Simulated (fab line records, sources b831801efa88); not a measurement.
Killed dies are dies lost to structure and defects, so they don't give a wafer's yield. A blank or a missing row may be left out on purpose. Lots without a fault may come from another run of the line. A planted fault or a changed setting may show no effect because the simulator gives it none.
Chamber matching | flow gf180mcu | GF_PASSIVATION_CVD_00 on pecvd-03: 3 sister chambers
The step deposits SiO2 from TEOS, target thk 1000 nm, time 111.95 s. 3 wafers are shown with their chamber, then 9 later ones without.

WAFERS WITH THEIR CHAMBER
wafer  | chamber | heater_power_w (W)
L082.3 | 2       | 672
L082.4 | 1       | 505
L082.6 | 0       | 519

WAFERS WITHOUT THEIR CHAMBER
wafer  | heater_power_w (W)
L093.1 | 588
L093.4 | 674
L093.5 | 629
L096.3 | 699
L096.4 | 584
L096.6 | 641
L097.1 | 564
L097.3 | 684
L097.4 | 612

WHICH CHAMBER EACH WENT THROUGH
wafer  | from the rows above          | in truth
L093.1 | can't be placed: 0 or 1 or 2 | 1
L093.4 | 2                            | 2
L093.5 | can't be placed: 2 or 0 or 1 | 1
L096.3 | 2                            | 2
L096.4 | can't be placed: 0 or 1 or 2 | 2
L096.6 | 2                            | 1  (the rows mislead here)
L097.1 | can't be placed: 0 or 1 or 2 | 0
L097.3 | 2                            | 2
L097.4 | can't be placed: 2 or 0 or 1 | 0
Placed correctly: 3 of 9. Can't be placed from these rows: 5 (the true chamber is among the candidates in 5). Placed wrongly: 1.
How it was worked out, from the rows above alone: a wafer's distance from a chamber is the root of the sum, over the readings, of the square of ((its reading less the chamber's mean) divided by the reading's scatter). The wafer belongs to the nearest chamber; if the next one is less than 2 further off, it can't be placed. A chamber's mean is the mean of its shown wafers. The scatter: with one shown wafer a chamber, the root of the mean of the squares of how far each hidden wafer lies from its nearest shown one.
